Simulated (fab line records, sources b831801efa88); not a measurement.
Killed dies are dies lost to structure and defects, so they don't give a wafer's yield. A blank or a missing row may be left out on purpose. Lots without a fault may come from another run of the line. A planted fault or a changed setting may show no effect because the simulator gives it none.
fab line records | flow sky130
record lots=5 wafers=15 last_day=50
route steps=708 shown VT_ADJUST_PCH@144 SONOS_TUNNEL@154
lots that met no fault: from a run of the same line without faults
start_h: hours from the record's first day to the start of the lot's first wafer shown | wait_h: hours since the lot's step before | " the same as in the row above | L1.1+2: a row that stands for several wafers | - no value, or no start given | * or withheld: withheld | < > ~ a bound
route shown NAME@n: a module of which the file shows steps, and the number in the route of the first | usual: mean/standard deviation of fault-free wafers | same: alike in all rows | chamber/n: place in a boat | sites: the reading at each site | _std_site: their standard deviation | _edge_site: outer sites' mean less inner sites' | radius_mm: how far each site lies from the wafer's centre | mask NAME#n: copy n | behind: the tool/chamber that last shaped the wafer | hold: why the lot was held/for how many hours/how that ended | device: the transistor (n, p or np) that didn't switch | end of line: the same wafers' tests at the end of the route | a step without rows: its recipe alone | killed: dies lost to structure and defects at the first sort, not the wafer's yield | map: a wafer's dies, x killed, . not, _ none there
set.NAME: the setting as run; set.NAME@STEP: as run at that earlier step | model.NAME: the simulator's own value behind a step, which no gauge read
lots at some steps of the route; a table a step, a row a wafer
services: from which hour (start_h, from the record's first day; less than 0 if before it) a tool's chamber was out of use, for how many hours, and why
## steps
# step SKY_VT_ADJUST_PCH_HMDS_01
# recipe prime_time_s=60 prime_temp_c=120
# columns lot.wafer tool chamber start_h wait_h
L077.1+2+4 litho_track-04 0 236.93 0.1
L080.1+2+5 litho_track-04 0 261.88 0.1
L081.2+4+5 litho_track-01 0 268.72 0.1
L088.1+2+3 litho_track-01 0 322.90 0.1
L091.4+5+6 litho_track-01 0 341.22 0.1
# step SKY_VT_ADJUST_PCH_COAT_02
# recipe spin_rpm=2000 resist_thk_nm=3000
# columns lot.wafer tool chamber start_h wait_h
L077.1+2+4 litho_track-04 0 237.08 0.1
L080.1+2+5 litho_track-04 0 262.03 0.1
L081.2+4+5 litho_track-01 0 268.87 0.1
L088.1+2+3 litho_track-01 0 323.05 0.1
L091.4+5+6 litho_track-01 0 341.37 0.1
# step SKY_VT_ADJUST_PCH_SOFTBAKE_03
# recipe temp_c=110 time_s=withheld
# columns lot.wafer tool chamber start_h wait_h
L077.1+2+4 litho_track-04 0 237.23 0.1
L080.1+2+5 litho_track-04 0 262.18 0.1
L081.2+4+5 litho_track-01 0 269.03 0.1
L088.1+2+3 litho_track-01 0 323.20 0.1
L091.4+5+6 litho_track-01 0 341.55 0.1
# step SKY_VT_ADJUST_PCH_EXPOSE_04
# recipe mask_id=NWM na=0.6 source_shape=conventional sigma_outer=0.6 polarization=unpolarized target_cd_nm=840 dose_mj=255
# usual stage_vel_mm_s=499.94/0.22
# columns lot.wafer tool chamber start_h wait_h mask stage_vel_mm_s
L077.1 iline_stepper-02 0 - - NWM#0 499.49
L077.2 " 0 " " NWM#0 499.90
L077.4 " 0 " " NWM#0 499.51
L080.1 iline_stepper-01 0 - - NWM#0 499.86
L080.2 " 0 " " NWM#0 499.66
L080.5 " 0 " " NWM#0 499.85
L081.2 iline_stepper-01 0 - - NWM#0 500.11
L081.4 " 0 " " NWM#0 500.07
L081.5 " 0 " " NWM#0 500.14
L088.1 iline_stepper-01 0 - - NWM#0 500.07
L088.2 " 0 " " NWM#0 499.91
L088.3 " 0 " " NWM#0 500.02
L091.4 iline_stepper-02 0 - - NWM#0 499.72
L091.5 " 0 " " NWM#0 499.71
L091.6 " 0 " " NWM#0 500.44
# step SKY_VT_ADJUST_PCH_PEB_05
# recipe temp_c=115 time_s=withheld
# columns lot.wafer tool chamber start_h wait_h
L077.1+2+4 litho_track-02 0 - -
L080.1+2+5 litho_track-01 0 - -
L081.2+4+5 litho_track-04 0 - -
L088.1+2+3 litho_track-04 0 - -
L091.4+5+6 litho_track-01 0 - -
# step SKY_VT_ADJUST_PCH_DEVELOP_06
# recipe wall_angle_deg=90 developer=TMAH develop_time_s=60 dev_temp_c=23
# columns lot.wafer tool chamber start_h wait_h
L077.1+2+4 litho_track-02 0 - -
L080.1+2+5 litho_track-01 0 - -
L081.2+4+5 litho_track-04 0 - -
L088.1+2+3 litho_track-04 0 - -
L091.4+5+6 litho_track-01 0 - -
# step SKY_VT_ADJUST_PCH_OVL_MEAS_07
# usual VT_ADJUST_PCH_OVL=-0.1/1.7
# columns lot.wafer tool chamber start_h wait_h VT_ADJUST_PCH_OVL[nm]
L077.1 overlay-01 - 248.62 - -0.1
L077.2 " - " " -1.1
L077.4 " - " " -0.9
L080.1 overlay-02 - 273.75 - 1.0
L080.2 " - " " -0.3
L080.5 " - " " -0.4
L081.2 overlay-02 - 281.08 - 0.8
L081.4 " - " " -0.7
L081.5 " - " " 0.5
L088.1 overlay-02 - 336.52 - -0.6
L088.2 " - " " -1.5
L088.3 " - " " 1.2
L091.4 overlay-02 - 355.51 - -2.6
L091.5 " - " " -2.4
L091.6 " - " " -2.1
# step SKY_VT_ADJUST_PCH_IMPLANT_08
# recipe species=B energy_kev=10 dose_cm2=5e+11 tilt_deg=withheld
# columns lot.wafer tool chamber start_h wait_h
L077.1+2+4 implanter-02 0 248.66 0.0
L080.1+2+5 implanter-02 0 273.78 0.0
L081.2+4+5 implanter-04 0 281.14 0.0
L088.1+2+3 implanter-04 0 336.55 0.0
L091.4+5+6 implanter-02 0 355.61 0.1
# step SKY_VT_ADJUST_PCH_STRIP_09
# recipe chemistry=O2/N2 power_w=1400 pressure_mtorr=1500 platen_temp_c=withheld o2_flow_sccm=3000 n2_flow_sccm=300 overash_fraction=0.5
# usual drypump_motor_current_A=5.6/0.6 oes_product_au=0.722/0.0044 strip_time_to_endpoint_s=36.93/0.1
# columns lot.wafer tool chamber start_h wait_h drypump_motor_current_A oes_product_au rf_hours_counter_h strip_time_to_endpoint_s
L077.1 plasma_asher-02 1 248.81 0.1 5.6 0.722 55 37.06
L077.2 " 0 " " 4.9 0.722 55 36.89
L077.4 " 1 " " 5.5 0.723 - 36.89
L080.1 plasma_asher-02 1 273.93 0.1 5.6 0.724 57 36.84
L080.2 " 0 " " 4.9 0.720 57 37.00
L080.5 " 0 " " 4.9 0.713 - 36.89
L081.2 plasma_asher-01 0 281.26 0.1 6.6 0.713 16 36.87
L081.4 " 0 " " 6.7 0.723 - 36.76
L081.5 " 0 " " 6.6 0.723 - 36.91
L088.1 plasma_asher-01 0 336.70 0.1 6.6 0.722 22 36.93
L088.2 " 1 " " 5.5 0.721 22 36.94
L088.3 " 0 " " 6.6 0.727 - 36.98
L091.4 plasma_asher-02 1 355.72 0.1 5.5 0.724 - 36.78
L091.5 " 0 " " 4.9 0.721 - 36.68
L091.6 " 1 " " 5.6 0.724 - 36.71
# step SKY_VT_ADJUST_PCH_TW_MEAS_10
# usual VT_ADJUST_PCH_TW=143.0/0.98
# columns lot.wafer tool chamber start_h wait_h VT_ADJUST_PCH_TW
L077.1 film_metro-04 - 248.91 0.1 142.0
L077.2 " - " " 142.7
L077.4 " - " " 142.0
L080.1 film_metro-04 - 274.03 0.1 141.6
L080.2 " - " " 142.5
L080.5 " - " " 142.2
L081.2 film_metro-02 - 281.37 0.1 142.3
L081.4 " - " " 141.9
L081.5 " - " " 141.9
L088.1 film_metro-02 - 336.80 0.1 142.2
L088.2 " - " " 141.8
L088.3 " - " " 142.0
L091.4 film_metro-02 - 355.81 0.1 141.7
L091.5 " - " " 141.5
L091.6 " - " " 141.5
# step SKY_SONOS_TUNNEL_DEHYDRATE_00
# recipe temp_c=200 time_s=60
# columns lot.wafer tool chamber start_h wait_h
L077.1+2+4 litho_track-04 0 260.13 11.2
L080.1+2+5 litho_track-03 0 285.16 11.1
L081.2+4+5 litho_track-04 0 293.75 12.4
L088.1+2+3 litho_track-03 0 349.56 12.7
L091.4+5+6 litho_track-01 0 369.82 14.0
# step SKY_SONOS_TUNNEL_HMDS_01
# recipe prime_time_s=60 prime_temp_c=120
# columns lot.wafer tool chamber start_h wait_h
L077.1+2+4 litho_track-04 0 260.28 0.1
L080.1+2+5 litho_track-03 0 285.31 0.1
L081.2+4+5 litho_track-04 0 293.90 0.1
L088.1+2+3 litho_track-03 0 349.71 0.1
L091.4+5+6 litho_track-01 0 369.97 0.1
# step SKY_SONOS_TUNNEL_COAT_02
# recipe resist=NOVOLAK spin_rpm=3000 resist_thk_nm=1140
# columns lot.wafer tool chamber start_h wait_h
L077.1+2+4 litho_track-04 0 260.43 0.1
L080.1+2+5 litho_track-03 0 285.46 0.1
L081.2+4+5 litho_track-04 0 294.05 0.1
L088.1+2+3 litho_track-03 0 349.86 0.1
L091.4+5+6 litho_track-01 0 370.12 0.1
# step SKY_SONOS_TUNNEL_SOFTBAKE_03
# recipe temp_c=90 time_s=60 resist=NOVOLAK
# columns lot.wafer tool chamber start_h wait_h
L077.1+2+4 litho_track-04 0 260.58 0.1
L080.1+2+5 litho_track-03 0 285.61 0.1
L081.2+4+5 litho_track-04 0 294.20 0.1
L088.1+2+3 litho_track-03 0 350.01 0.1
L091.4+5+6 litho_track-01 0 370.27 0.1
# step SKY_SONOS_TUNNEL_EXPOSE_04
# recipe mask_id=TUNM na=0.6 source_shape=conventional sigma_outer=0.6 polarization=unpolarized target_cd_nm=410 dose_mj=136
# usual stage_vel_mm_s=500.04/0.26
# columns lot.wafer tool chamber start_h wait_h mask stage_vel_mm_s
L077.1 iline_stepper-01 0 - - TUNM#0 500.28
L077.2 " 0 " " TUNM#0 500.40
L077.4 " 0 " " TUNM#0 500.22
L080.1 iline_stepper-02 0 - - TUNM#0 499.92
L080.2 " 0 " " TUNM#0 499.86
L080.5 " 0 " " TUNM#0 499.61
L081.2 iline_stepper-01 0 - - TUNM#0 500.37
L081.4 " 0 " " TUNM#0 500.11
L081.5 " 0 " " TUNM#0 499.96
L088.1 iline_stepper-02 0 - - TUNM#0 500.20
L088.2 " 0 " " TUNM#0 500.09
L088.3 " 0 " " TUNM#0 500.36
L091.4 iline_stepper-01 0 - - TUNM#0 499.87
L091.5 " 0 " " TUNM#0 499.88
L091.6 " 0 " " TUNM#0 499.68
# step SKY_SONOS_TUNNEL_PEB_05
# recipe temp_c=withheld time_s=* resist=NOVOLAK
# columns lot.wafer tool chamber start_h wait_h
L077.1+2+4 litho_track-04 0 - -
L080.1+2+5 litho_track-03 0 - -
L081.2+4+5 litho_track-03 0 - -
L088.1+2+3 litho_track-01 0 - -
L091.4+5+6 litho_track-04 0 - -
# step SKY_SONOS_TUNNEL_DEVELOP_06
# recipe resist=NOVOLAK developer=TMAH develop_time_s=60 dev_temp_c=23
# columns lot.wafer tool chamber start_h wait_h
L077.1+2+4 litho_track-04 0 272.13 0.1
L080.1+2+5 litho_track-03 0 298.11 0.1
L081.2+4+5 litho_track-03 0 306.84 0.1
L088.1+2+3 litho_track-01 0 363.95 0.1
L091.4+5+6 litho_track-04 0 384.50 0.1
# step SKY_SONOS_TUNNEL_CD_MEAS_07
# recipe target_cd_nm=410
# usual cd_nm=410.0/2.4
# columns lot.wafer tool chamber start_h wait_h cd_nm
L077.1 cd_sem-01 - 272.56 0.4 412.0
L077.2 " - " " 410.9
L077.4 " - " " 411.7
L080.1 cd_sem-02 - 298.26 0.1 409.0
L080.2 " - " " 409.5
L080.5 " - " " 409.7
L081.2 cd_sem-02 - 306.98 0.1 409.4
L081.4 " - " " 411.3
L081.5 " - " " 411.4
L088.1 cd_sem-02 - 364.10 0.1 408.6
L088.2 " - " " 407.7
L088.3 " - " " 405.3
L091.4 cd_sem-01 - 384.64 0.1 412.7
L091.5 " - " " 412.0
L091.6 " - " " 411.4
# step SKY_SONOS_TUNNEL_OVL_MEAS_08
# usual SONOS_TUNNEL_OVL=-0.4/1.3
# columns lot.wafer tool chamber start_h wait_h SONOS_TUNNEL_OVL[nm]
L077.1 overlay-02 - 272.68 0.1 -3.0
L077.2 " - " " 0.1
L077.4 " - " " 0.7
L080.1 overlay-01 - 298.38 0.1 0.9
L080.2 " - " " 1.4
L080.5 " - " " 1.4
L081.2 overlay-01 - 307.09 0.1 -1.0
L081.4 " - " " -1.1
L081.5 " - " " -1.1
L088.1 overlay-02 - 364.22 0.1 1.1
L088.2 " - " " -0.1
L088.3 " - " " 0.4
L091.4 overlay-02 - 384.72 0.1 -2.0
L091.5 " - " " -0.8
L091.6 " - " " -3.1
# step SKY_SONOS_TUNNEL_IMPLANT_09
# recipe species=B energy_kev=20 dose_cm2=1e+12 tilt_deg=withheld
# columns lot.wafer tool chamber start_h wait_h
L077.1+2+4 implanter-02 0 272.71 0.0
L080.1+2+5 implanter-03 0 298.42 0.0
L081.2+4+5 implanter-03 0 307.15 0.0
L088.1+2+3 implanter-02 0 364.25 0.0
L091.4+5+6 implanter-02 0 384.81 0.1
## services
# columns tool chamber start_h hours kind
iline_stepper-02 - 222.53 2.1 pm
iline_stepper-02 - 224.62 - consumable_replace:lamp
implanter-04 - 244.68 2.1 repair
iline_stepper-02 0 260.03 - calibration
iline_stepper-01 0 260.63 - calibration
iline_stepper-01 - 272.24 4.9 repair
iline_stepper-02 - 318.33 8.1 repair
implanter-04 - 337.18 1.8 repair
implanter-03 - 347.36 1.1 repair
implanter-02 - 349.35 1.7 repair
implanter-02 - 351.86 2.6 pm
implanter-02 - 367.70 0.6 repair
implanter-02 - 372.95 2.0 repair
## key
fault none
